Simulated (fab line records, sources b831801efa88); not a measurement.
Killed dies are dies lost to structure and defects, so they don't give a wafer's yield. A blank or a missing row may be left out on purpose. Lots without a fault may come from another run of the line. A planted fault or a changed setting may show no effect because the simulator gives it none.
Which tool did it? | flow gf180mcu | 24 lots, 72 wafers sampled, at 3 steps of a route of 602

WHAT THE GAUGES READ, wafer by wafer
GF_M3_THK_MEAS_06: measures by xrf.
lot  | measured     | on            | M3_ALCU_THK (nm)
L074 | day 20 18:08 | film_metro-03 | 449 440 452
L076 | day 21 05:33 | film_metro-02 | 455 442 450
L077 | day 21 08:07 | film_metro-04 | 448 471 458
L075 | day 21 11:38 | film_metro-03 | 457 452 449
L078 | day 22 03:43 | film_metro-04 | 463 462 461
L079 | day 22 07:08 | film_metro-02 | 441 452 443
L082 | day 22 23:47 | film_metro-02 | 458 467 458
L080 | day 23 01:07 | film_metro-04 | 455 450 449
L081 | day 23 01:06 | film_metro-03 | 461 450 462
L083 | day 23 16:29 | film_metro-03 | 457 458 455
L084 | day 24 05:23 | film_metro-03 | 447 441 441
L085 | day 24 06:58 | film_metro-03 | 453 456 454
L086 | day 24 19:49 | film_metro-03 | 456 452 453
L087 | day 25 06:28 | film_metro-03 | 449 447 448
L088 | day 25 14:27 | film_metro-02 | 456 459 459
L089 | day 25 14:47 | film_metro-04 | 450 445 443
L090 | day 26 03:25 | film_metro-03 | 444 440 449
L091 | day 26 11:10 | film_metro-04 | 454 456 458
L092 | day 26 14:17 | film_metro-02 | 455 447 454
L093 | day 26 22:44 | film_metro-04 | 453 453 456
L094 | day 27 06:23 | film_metro-03 | 447 439 455
L095 | day 27 07:58 | film_metro-02 | 455 468 466
L096 | day 27 16:52 | film_metro-02 | 462 464 470
L097 | day 27 21:41 | film_metro-02 | 449 458 454

WHICH TOOL RAN EACH LOT (tool, then ch and the chambers of the sampled wafers, then the start)
lot  | GF_M1_SPUTTER_00             | GF_M1_SPUTTER_01
L074 | pvd_sputter-03, day 16 12:11 | pvd_sputter-03, day 16 12:17
L076 | pvd_sputter-01, day 16 22:49 | pvd_sputter-01, day 16 22:55
L077 | pvd_sputter-01, day 17 02:31 | pvd_sputter-01, day 17 02:37
L075 | pvd_sputter-03, day 17 04:37 | pvd_sputter-03, day 17 04:43
L078 | pvd_sputter-03, day 17 21:40 | pvd_sputter-03, day 17 21:46
L079 | pvd_sputter-01, day 18 01:44 | pvd_sputter-01, day 18 01:50
L082 | pvd_sputter-03, day 18 15:33 | pvd_sputter-03, day 18 15:39
L080 | pvd_sputter-01, day 18 17:55 | pvd_sputter-01, day 18 18:01
L081 | pvd_sputter-01, day 18 19:02 | pvd_sputter-01, day 18 19:08
L083 | pvd_sputter-03, day 19 11:07 | pvd_sputter-03, day 19 11:13
L084 | pvd_sputter-04, day 20 01:29 | pvd_sputter-04, day 20 01:35
L085 | pvd_sputter-03, day 20 01:44 | pvd_sputter-03, day 20 01:50
L086 | pvd_sputter-04, day 20 17:37 | pvd_sputter-04, day 20 17:43
L087 | pvd_sputter-04, day 21 06:03 | pvd_sputter-04, day 21 06:09
L088 | pvd_sputter-01, day 21 15:32 | pvd_sputter-01, day 21 15:38
L089 | pvd_sputter-01, day 21 17:19 | pvd_sputter-01, day 21 17:25
L090 | pvd_sputter-01, day 22 05:39 | pvd_sputter-01, day 22 05:46
L091 | pvd_sputter-03, day 22 12:29 | pvd_sputter-03, day 22 12:35
L092 | pvd_sputter-03, day 22 17:04 | pvd_sputter-03, day 22 17:10
L093 | pvd_sputter-01, day 23 02:31 | pvd_sputter-01, day 23 02:37
L094 | pvd_sputter-01, day 23 11:55 | pvd_sputter-01, day 23 12:01
L095 | pvd_sputter-04, day 23 14:13 | pvd_sputter-04, day 23 14:19
L096 | pvd_sputter-01, day 23 22:01 | pvd_sputter-01, day 23 22:07
L097 | pvd_sputter-01, day 24 04:21 | pvd_sputter-01, day 24 04:27
- GF_M1_SPUTTER_00: material Ti, target thk 37.5 nm, time 150 s.
- GF_M1_SPUTTER_01: material TiN, target thk 30 nm, time 25 s.

WHAT THE TOOLS THEMSELVES READ (means of the sampled wafers that have a number; where no wafer has one, the mark that the record gives instead)
GF_M1_SPUTTER_00.
lot  | tool           | chamber_pressure_pa (Pa) | throttle_valve_pct (%)
L074 | pvd_sputter-03 | 2.000                    | 31.1
L076 | pvd_sputter-01 | 1.999                    | 30.2
L077 | pvd_sputter-01 | 1.997                    | 30.9
L075 | pvd_sputter-03 | 2.002                    | 31.0
L078 | pvd_sputter-03 | 2.000                    | 30.4
L079 | pvd_sputter-01 | 2.002                    | 30.0
L082 | pvd_sputter-03 | 1.998                    | 30.8
L080 | pvd_sputter-01 | 2.002                    | 30.2
L081 | pvd_sputter-01 | 2.002                    | 29.9
L083 | pvd_sputter-03 | 1.999                    | 31.0
L084 | pvd_sputter-04 | 2.000                    | 28.7
L085 | pvd_sputter-03 | 2.004                    | 31.2
L086 | pvd_sputter-04 | 2.001                    | 28.9
L087 | pvd_sputter-04 | 2.002                    | 29.4
L088 | pvd_sputter-01 | 2.004                    | 30.2
L089 | pvd_sputter-01 | 1.997                    | 30.3
L090 | pvd_sputter-01 | 2.003                    | 30.0
L091 | pvd_sputter-03 | 1.995                    | 31.5
L092 | pvd_sputter-03 | 1.998                    | 30.8
L093 | pvd_sputter-01 | 1.998                    | 30.6
L094 | pvd_sputter-01 | 2.000                    | 30.0
L095 | pvd_sputter-04 | 2.001                    | 28.8
L096 | pvd_sputter-01 | 2.001                    | 30.7
L097 | pvd_sputter-01 | 2.000                    | 30.8

GF_M1_SPUTTER_01.
lot  | tool           | chamber_pressure_pa (Pa) | throttle_valve_pct (%)
L074 | pvd_sputter-03 | 0.4003                   | 31.1
L076 | pvd_sputter-01 | 0.4016                   | 30.1
L077 | pvd_sputter-01 | 0.4002                   | 30.9
L075 | pvd_sputter-03 | 0.4001                   | 30.9
L078 | pvd_sputter-03 | 0.4007                   | 30.6
L079 | pvd_sputter-01 | 0.3995                   | 30.2
L082 | pvd_sputter-03 | 0.3989                   | 30.7
L080 | pvd_sputter-01 | 0.3999                   | 30.1
L081 | pvd_sputter-01 | 0.3999                   | 30.0
L083 | pvd_sputter-03 | 0.4006                   | 31.0
L084 | pvd_sputter-04 | 0.3998                   | 28.7
L085 | pvd_sputter-03 | 0.4005                   | 31.1
L086 | pvd_sputter-04 | 0.4000                   | 28.7
L087 | pvd_sputter-04 | 0.4005                   | 29.5
L088 | pvd_sputter-01 | 0.3998                   | 30.2
L089 | pvd_sputter-01 | 0.4006                   | 30.1
L090 | pvd_sputter-01 | 0.4002                   | 29.9
L091 | pvd_sputter-03 | 0.4005                   | 31.4
L092 | pvd_sputter-03 | 0.4000                   | 30.8
L093 | pvd_sputter-01 | 0.3998                   | 30.6
L094 | pvd_sputter-01 | 0.4001                   | 29.9
L095 | pvd_sputter-04 | 0.4004                   | 28.8
L096 | pvd_sputter-01 | 0.3990                   | 30.8
L097 | pvd_sputter-01 | 0.3994                   | 30.7

THE ANSWER, worked out from the rows above alone
Rule: what is usual is taken from the lots themselves. Put in order of their means at a reading, lots are off if they are a third of the lots or fewer, leave a main group of 4 or more, and stand apart from it by a gap of 3 or more times the standard deviation of the main group's means; of several such gaps the widest counts. A main group whose means are all the same, to the digits that the tables above print for the reading, isn't used. A lot without any number at a reading at which 4 lots or more have one is off too. The other lots that the step has rows for count as sound. The gauges are gone through in route order, then the tools' own readings, and for those a lot's mean is taken as printed above. The first step at which some lot is off is used, and at that step the reading that is off furthest; a lot without a number counts as furthest.
No lot is off at any reading shown: from this, nothing can be told.

WHAT THE SIMULATOR HAD PUT IN
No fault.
